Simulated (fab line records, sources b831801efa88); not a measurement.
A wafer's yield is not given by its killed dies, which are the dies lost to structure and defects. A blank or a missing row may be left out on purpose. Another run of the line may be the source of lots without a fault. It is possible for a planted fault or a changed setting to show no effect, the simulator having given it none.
Which tool is to blame? ; flow sky130 ; Sampling: 10 lots, 30 wafers, 6 of 708 route steps

WHAT EACH GAUGE READ, for each wafer
SKY_POLY_GATE_CD_MEAS_13 targets a cd of 150 nm.
lot;measured;on;cd_nm (nm)
L668;day 16 15:20;cd_sem-02;149.9 149.7 149.4
L669;day 17 02:05;cd_sem-01;149.6 149.3 149.9
L673;day 18 13:28;cd_sem-01;147.5 148.3 148.5
L675;day 19 04:34;cd_sem-02;150.5 150.8 151.5
L677;day 20 04:01;cd_sem-02;147.9 148.9 147.3
L676;day 20 05:11;cd_sem-01;149.8 149.0 148.9
L679;day 20 20:29;cd_sem-02;150.4 150.4 150.3
L681;day 22 00:11;cd_sem-02;151.1 149.6 151.4
L685;day 22 17:18;cd_sem-01;148.9 148.4 149.9
L687;day 23 15:59;cd_sem-01;150.6 150.8 150.3

SKY_LDD_N_TW_MEAS_17.
lot;measured;on;LDD_N_TW
L668;day 18 01:10;film_metro-04;2619 2598 2616
L669;day 18 11:01;film_metro-02;2586 2587 2594
L673;day 20 00:50;film_metro-01;2596 2599 2594
L675;day 20 16:18;film_metro-02;2594 2605 2599
L677;day 21 13:46;film_metro-01;2594 2599 2605
L676;day 21 14:40;film_metro-02;2577 2573 2582
L679;day 22 07:10;film_metro-02;2595 2580 2594
L681;day 23 08:34;film_metro-04;2574 2576 2588
L685;day 24 02:26;film_metro-02;2703 2693 2706
L687;day 25 01:58;film_metro-04;2700 2708 2706

EACH LOT AND THE TOOL THAT RAN IT (in order: tool; ch and the chambers of the sampled wafers; start)
lot;SKY_RES_PROTECT_STRIP_07;SKY_POLY_GATE_ETCH_16;SKY_LDD_N_IMPLANT_10;SKY_LDD_N_STRIP_16
L668;plasma_asher-01 ch 0, day 15 10:14;rie_diel-02 ch 1,3, day 16 15:34;implanter-04 ch 0, day 18 00:10;plasma_asher-03 ch 0,1, day 18 01:03
L669;plasma_asher-03 ch 0,1, day 15 17:31;rie_diel-02 ch 0,1,3, day 17 02:19;implanter-04 ch 0, day 18 10:01;plasma_asher-04 ch 0,1, day 18 10:55
L673;plasma_asher-01 ch 0,1, day 17 05:17;rie_diel-04 ch 1,2, day 18 13:40;implanter-04 ch 0, day 19 23:52;plasma_asher-03 ch 0,1, day 20 00:44
L675;plasma_asher-02 ch 0,1, day 17 17:49;rie_diel-01 ch 0,1,3, day 19 04:49;implanter-01 ch 0, day 20 15:18;plasma_asher-01 ch 0,1, day 20 16:12
L677;plasma_asher-01 ch 0,1, day 18 19:37;rie_diel-02 ch 0,1, day 20 04:16;implanter-04 ch 0, day 21 12:46;plasma_asher-03 ch 0,1, day 21 13:40
L676;plasma_asher-01 ch 0,1, day 18 19:46;rie_diel-04 ch 1,2, day 20 05:25;implanter-01 ch 0, day 21 13:41;plasma_asher-01 ch 0, day 21 14:34
L679;plasma_asher-03 ch 0,1, day 19 12:01;rie_diel-01 ch 0,3, day 20 20:43;implanter-01 ch 0, day 22 06:11;plasma_asher-04 ch 1, day 22 07:04
L681;plasma_asher-01 ch 0,1, day 20 14:49;rie_diel-01 ch 0,1, day 22 00:25;implanter-01 ch 0, day 23 07:34;plasma_asher-01 ch 0,1, day 23 08:27
L685;plasma_asher-01 ch 0,1, day 21 09:10;rie_diel-04 ch 1,3, day 22 17:31;implanter-04 ch 0, day 24 01:08;plasma_asher-03 ch 0,1, day 24 02:20
L687;plasma_asher-02 ch 0,1, day 22 08:31;rie_diel-01 ch 0,1, day 23 16:13;implanter-04 ch 0, day 25 00:28;plasma_asher-04 ch 0,1, day 25 01:52
- SKY_RES_PROTECT_STRIP_07: strips in O2/N2.
- SKY_POLY_GATE_ETCH_16: etches Si3N4 in CH3F/O2, stops on poly-Si, time 147.5 s, target depth 75 nm.
- SKY_LDD_N_IMPLANT_10
- SKY_LDD_N_STRIP_16: strips in O2/N2.

AS READ BY THE TOOLS THEMSELVES (means over the sampled wafers that have a number; for cases with no such wafer, the mark the record gives instead)
SKY_RES_PROTECT_STRIP_07.
lot;tool;chamber_pressure_mTorr (mTorr);drypump_motor_current_A (A);oes_product_au (a.u.);strip_time_to_endpoint_s (s)
L668;plasma_asher-01;1500.2;5.5;0.513;23.33
L669;plasma_asher-03;1501.0;6.1;0.519;23.39
L673;plasma_asher-01;1499.6;5.7;0.518;23.32
L675;plasma_asher-02;1499.6;5.7;0.518;23.35
L677;plasma_asher-01;1498.5;5.7;0.513;23.31
L676;plasma_asher-01;1500.8;5.6;0.517;23.34
L679;plasma_asher-03;1499.2;6.1;0.512;23.43
L681;plasma_asher-01;1498.9;5.6;0.519;23.33
L685;plasma_asher-01;1499.9;5.6;0.514;23.40
L687;plasma_asher-02;1500.0;5.7;0.515;23.36

SKY_POLY_GATE_ETCH_16.
lot;tool;chamber_pressure_mTorr (mTorr);drypump_motor_current_A (A);oes_product_au (a.u.);throttle_valve_pct (%)
L668;rie_diel-02;25.015;5.9;0.634;10.530
L669;rie_diel-02;25.001;5.5;0.638;10.540
L673;rie_diel-04;25.006;5.8;0.637;10.541
L675;rie_diel-01;25.007;5.9;0.638;10.534
L677;rie_diel-02;25.016;5.5;0.643;10.530
L676;rie_diel-04;25.028;5.8;0.638;10.531
L679;rie_diel-01;24.999;6.1;0.639;10.536
L681;rie_diel-01;24.987;5.3;0.641;10.536
L685;rie_diel-04;25.016;6.0;0.639;10.540
L687;rie_diel-01;24.992;5.6;0.639;10.542

SKY_LDD_N_IMPLANT_10.
lot;tool;beam_energy_keV
L668;implanter-04;20.005
L669;implanter-04;19.992
L673;implanter-04;19.997
L675;implanter-01;20.002
L677;implanter-04;20.000
L676;implanter-01;20.006
L679;implanter-01;19.995
L681;implanter-01;20.007
L685;implanter-04;19.997
L687;implanter-04;19.997

SKY_LDD_N_STRIP_16.
lot;tool;chamber_pressure_mTorr (mTorr);drypump_motor_current_A (A);oes_product_au (a.u.);strip_time_to_endpoint_s (s)
L668;plasma_asher-03;1499.4;6.5;0.404;4.299
L669;plasma_asher-04;1499.7;5.5;0.407;4.325
L673;plasma_asher-03;1499.4;6.4;0.414;4.309
L675;plasma_asher-01;1500.8;5.7;0.408;4.310
L677;plasma_asher-03;1500.1;6.4;0.408;4.330
L676;plasma_asher-01;1500.0;5.5;0.409;4.327
L679;plasma_asher-04;1499.0;5.9;0.410;4.315
L681;plasma_asher-01;1499.6;5.6;0.407;4.303
L685;plasma_asher-03;1501.3;6.4;0.406;4.542
L687;plasma_asher-04;1500.3;5.7;0.406;4.544

THE ANSWER, worked out from the rows above alone
Rule: the usual values come from the lots themselves. Put in order of their means at a reading, lots are off if they are a third of the lots or fewer, leave a main group of 4 or more, and stand apart from it by a gap of 3 or more times the standard deviation of the main group's means; of several such gaps the widest counts. A main group whose means are all the same, to the digits that the tables above print for the reading, isn't used. Also off: a lot with no number at a reading for which 4 or more lots have one. The other lots that the step has rows for count as sound. First the gauges in route order, then the tools' own readings, where a lot's mean is used as printed above. At the first step where some lot is off, the reading lying furthest off is the one used; lots without a number count as furthest.
Off: at SKY_LDD_N_TW_MEAS_17 (LDD_N_TW), L685, L687. Main group: mean 2593, sd 10.
A tool fits if, at a process step before that reading, it ran every lot that is off, and no sound lot after the first of them. The gauges at SKY_LDD_N_TW_MEAS_17 aren't tried: what is off there is off at SKY_LDD_N_STRIP_16 too, on other tools, and a gauge's error can't cause that. One fits: implanter-04 at SKY_LDD_N_IMPLANT_10. Its last sound lot is L677 (day 21 12:46), its first lot that is off L685 (day 24 01:08): a fault that began between those two fits.

WHAT HAD BEEN PUT IN BY THE SIMULATOR
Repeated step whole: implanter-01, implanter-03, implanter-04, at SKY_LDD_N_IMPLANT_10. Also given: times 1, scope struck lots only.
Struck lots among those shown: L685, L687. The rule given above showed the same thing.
